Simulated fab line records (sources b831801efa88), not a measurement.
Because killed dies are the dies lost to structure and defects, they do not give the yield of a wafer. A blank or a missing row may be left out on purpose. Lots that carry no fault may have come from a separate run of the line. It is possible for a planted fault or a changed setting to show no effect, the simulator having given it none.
Which tool did it? :: flow gf180mcu :: 39 wafers from 13 lots sampled at 5 of the route's 602 steps

## WHAT THE GAUGES SHOWED, per wafer
GF_NWELL_OVL_MEAS_07.
lot: L749
measured: day 3 10:38
on: overlay-02
NWELL_OVL (nm): 3.1 3.1 4.3

lot: L751
measured: day 3 16:32
on: overlay-01
NWELL_OVL (nm): -0.2 -2.1 -2.8

lot: L753
measured: day 4 09:49
on: overlay-01
NWELL_OVL (nm): 0.8 2.4 2.6

lot: L758
measured: day 5 09:11
on: overlay-02
NWELL_OVL (nm): -0.1 1.6 0.5

lot: L760
measured: day 5 19:54
on: overlay-01
NWELL_OVL (nm): -0.4 -0.1 1.4

lot: L765
measured: day 6 22:04
on: overlay-02
NWELL_OVL (nm): -0.3 -3.3 -0.4

lot: L766
measured: day 7 05:20
on: overlay-01
NWELL_OVL (nm): 0.6 1.6 0.9

lot: L767
measured: day 7 19:08
on: overlay-01
NWELL_OVL (nm): -1.9 0.8 0.0

lot: L768
measured: day 8 01:14
on: overlay-02
NWELL_OVL (nm): -0.8 0.7 2.0

lot: L769
measured: day 8 02:23
on: overlay-02
NWELL_OVL (nm): 1.5 2.2 3.3

lot: L770
measured: day 8 06:28
on: overlay-02
NWELL_OVL (nm): -0.5 1.7 -0.5

lot: L771
measured: day 8 11:37
on: overlay-02
NWELL_OVL (nm): 0.8 0.1 0.7

lot: L772
measured: day 8 18:22
on: overlay-02
NWELL_OVL (nm): 2.6 1.2 4.7

GF_PSD_RS_MEAS_14: uses a four-point probe to measure.
lot: L749
measured: day 14 07:08
on: film-metro-03
NSD_RS (ohm/sq): 46.07 46.04 46.06

lot: L751
measured: day 14 14:47
on: film-metro-04
NSD_RS (ohm/sq): 46.15 46.10 46.04

lot: L753
measured: day 15 17:56
on: film-metro-03
NSD_RS (ohm/sq): 46.16 46.06 46.03

lot: L758
measured: day 17 08:50
on: film-metro-03
NSD_RS (ohm/sq): 48.91 49.07 48.92 48.86 49.00 48.92

lot: L760
measured: day 18 05:25
on: film-metro-01
NSD_RS (ohm/sq): 48.69 48.71 48.78 48.77 48.65 48.73

lot: L765
measured: day 19 20:58
on: film-metro-04
NSD_RS (ohm/sq): 46.25 46.18 46.17

lot: L766
measured: day 20 06:51
on: film-metro-03
NSD_RS (ohm/sq): 46.14 46.03 46.14

lot: L767
measured: day 21 06:07
on: film-metro-03
NSD_RS (ohm/sq): 46.20 46.19 46.14

lot: L768
measured: day 21 15:13
on: film-metro-01
NSD_RS (ohm/sq): 46.14 46.13 46.07

lot: L769
measured: day 21 18:05
on: film-metro-01
NSD_RS (ohm/sq): 46.11 46.03 46.09

lot: L770
measured: day 21 22:22
on: film-metro-03
NSD_RS (ohm/sq): 46.01 46.13 46.17

lot: L771
measured: day 22 02:47
on: film-metro-01
NSD_RS (ohm/sq): 46.05 46.12 46.17

lot: L772
measured: day 22 10:01
on: film-metro-01
NSD_RS (ohm/sq): 45.98 46.11 46.09

GF_PSD_RS_MEAS_15: uses a four-point probe to measure.
lot: L749
measured: day 14 07:15
on: film-metro-03
PSD_RS (ohm/sq): 108.35 108.23 108.42

lot: L751
measured: day 14 14:54
on: film-metro-04
PSD_RS (ohm/sq): 108.84 108.81 108.64

lot: L753
measured: day 15 18:04
on: film-metro-03
PSD_RS (ohm/sq): 108.44 108.43 108.44

lot: L758
measured: day 17 11:23
on: film-metro-03
PSD_RS (ohm/sq): 122.84 122.96 122.79 122.87 122.99 123.00

lot: L760
measured: day 18 07:55
on: film-metro-01
PSD_RS (ohm/sq): 122.54 122.49 122.16 122.79 122.47 122.32

lot: L765
measured: day 19 21:05
on: film-metro-04
PSD_RS (ohm/sq): 108.55 108.30 108.81

lot: L766
measured: day 20 06:58
on: film-metro-03
PSD_RS (ohm/sq): 108.34 108.11 108.82

lot: L767
measured: day 21 06:14
on: film-metro-03
PSD_RS (ohm/sq): 108.30 108.46 108.82

lot: L768
measured: day 21 15:20
on: film-metro-01
PSD_RS (ohm/sq): 108.49 108.47 108.48

lot: L769
measured: day 21 18:13
on: film-metro-01
PSD_RS (ohm/sq): 108.43 108.31 108.19

lot: L770
measured: day 21 22:29
on: film-metro-03
PSD_RS (ohm/sq): 108.87 108.61 108.72

lot: L771
measured: day 22 02:54
on: film-metro-01
PSD_RS (ohm/sq): 108.60 108.60 108.71

lot: L772
measured: day 22 10:08
on: film-metro-01
PSD_RS (ohm/sq): 108.50 108.33 107.99

GF_V1_BOW_MEAS_05.
lot: L749
measured: day 17 03:46
on: film-metro-04
V1_BOW (um): 83 72 67

lot: L751
measured: day 17 13:29
on: film-metro-02
V1_BOW (um): 94 71 86

lot: L753
measured: day 18 18:05
on: film-metro-02
V1_BOW (um): 77 80 70

lot: L765
measured: day 23 00:05
on: film-metro-02
V1_BOW (um): 84 76 82

lot: L766
measured: day 23 10:18
on: film-metro-03
V1_BOW (um): 84 82 91

lot: L767
measured: day 24 06:59
on: film-metro-02
V1_BOW (um): 72 88 82

lot: L768
measured: day 24 16:13
on: film-metro-03
V1_BOW (um): 81 82 84

lot: L769
measured: day 24 18:28
on: film-metro-04
V1_BOW (um): 85 78 77

lot: L770
measured: day 24 22:24
on: film-metro-03
V1_BOW (um): 86 90 84

lot: L771
measured: day 25 02:48
on: film-metro-04
V1_BOW (um): 69 74 85

lot: L772
measured: day 25 08:37
on: film-metro-04
V1_BOW (um): 77 85 74

## WHAT TOOL EACH LOT RAN ON (gives the tool, then ch and the chambers of the sampled wafers, and finally the start)
lot: L749
GF_PSD_RTA_13: rtp-anneal-01 ch 0, day 14 07:02

lot: L751
GF_PSD_RTA_13: rtp-anneal-01 ch 0, day 14 14:41

lot: L753
GF_PSD_RTA_13: rtp-anneal-02 ch 0, day 15 17:52

lot: L758
GF_PSD_RTA_13: rtp-anneal-01 ch 0, day 17 08:44

lot: L760
GF_PSD_RTA_13: rtp-anneal-01 ch 0, day 18 05:19

lot: L765
GF_PSD_RTA_13: rtp-anneal-02 ch 0, day 19 20:53

lot: L766
GF_PSD_RTA_13: rtp-anneal-02 ch 0, day 20 06:45

lot: L767
GF_PSD_RTA_13: rtp-anneal-02 ch 0, day 21 06:02

lot: L768
GF_PSD_RTA_13: rtp-anneal-02 ch 0, day 21 15:07

lot: L769
GF_PSD_RTA_13: rtp-anneal-01 ch 0, day 21 18:01

lot: L770
GF_PSD_RTA_13: rtp-anneal-01 ch 0, day 21 22:16

lot: L771
GF_PSD_RTA_13: rtp-anneal-01 ch 0, day 22 02:42

lot: L772
GF_PSD_RTA_13: rtp-anneal-02 ch 0, day 22 09:56
- GF_PSD_RTA_13: time 20 s.

## WHAT THE TOOLS THEMSELVES READ (means of the sampled wafers that have a number; where no wafer has one, the mark that the record gives instead)
GF_PSD_RTA_13.
lot: L749
tool: rtp-anneal-01
lamp-power-pct (%): 34.1
wafer_temp_C_max: 1029.6

lot: L751
tool: rtp-anneal-01
lamp-power-pct (%): 34.1
wafer_temp_C_max: 1030.4

lot: L753
tool: rtp-anneal-02
lamp-power-pct (%): 36.9
wafer_temp_C_max: 1029.9

lot: L758
tool: rtp-anneal-01
lamp-power-pct (%): 32.1
wafer_temp_C_max: 1008.1

lot: L760
tool: rtp-anneal-01
lamp-power-pct (%): 32.1
wafer_temp_C_max: 1008.4

lot: L765
tool: rtp-anneal-02
lamp-power-pct (%): 36.9
wafer_temp_C_max: 1028.1

lot: L766
tool: rtp-anneal-02
lamp-power-pct (%): 36.9
wafer_temp_C_max: 1028.5

lot: L767
tool: rtp-anneal-02
lamp-power-pct (%): 36.9
wafer_temp_C_max: 1028.9

lot: L768
tool: rtp-anneal-02
lamp-power-pct (%): 36.9
wafer_temp_C_max: 1028.8

lot: L769
tool: rtp-anneal-01
lamp-power-pct (%): 34.1
wafer_temp_C_max: 1029.8

lot: L770
tool: rtp-anneal-01
lamp-power-pct (%): 34.1
wafer_temp_C_max: 1029.9

lot: L771
tool: rtp-anneal-01
lamp-power-pct (%): 34.1
wafer_temp_C_max: 1029.1

lot: L772
tool: rtp-anneal-02
lamp-power-pct (%): 36.9
wafer_temp_C_max: 1028.3

## THE ANSWER, worked out from the rows above alone
Rule: what is usual is taken from the lots themselves. Put in order of their means at a reading, lots are off if they are a third of the lots or fewer, leave a main group of 4 or more, and stand apart from it by a gap of 3 or more times the standard deviation of the main group's means; of several such gaps the widest counts. The tables above print the reading to a certain number of digits; a main group whose means all agree to those digits is not used. A lot without any number at a reading at which 4 lots or more have one is off too. All remaining lots with rows at the step are treated as sound. Order of review: gauges by route order, followed by the tools' own readings, for which a lot's mean as printed above is used. At the first step where some lot is off, the reading lying furthest off is the one used; lots without a number count as furthest.
Off: L758, L760, at GF_PSD_RS_MEAS_14 (NSD_RS). Mean 46.11 ohm/sq and standard deviation 0.043 in the main group.
A tool fits if, at a process step before that reading, it ran every lot that is off, and no sound lot after the first of them. The gauges at GF_PSD_RS_MEAS_14 aren't tried: what is off there is off at GF_PSD_RTA_13 too, on other tools, and a gauge's error can't cause that. None of those tried fits.

## WHAT WAS PUT IN BY THE SIMULATOR
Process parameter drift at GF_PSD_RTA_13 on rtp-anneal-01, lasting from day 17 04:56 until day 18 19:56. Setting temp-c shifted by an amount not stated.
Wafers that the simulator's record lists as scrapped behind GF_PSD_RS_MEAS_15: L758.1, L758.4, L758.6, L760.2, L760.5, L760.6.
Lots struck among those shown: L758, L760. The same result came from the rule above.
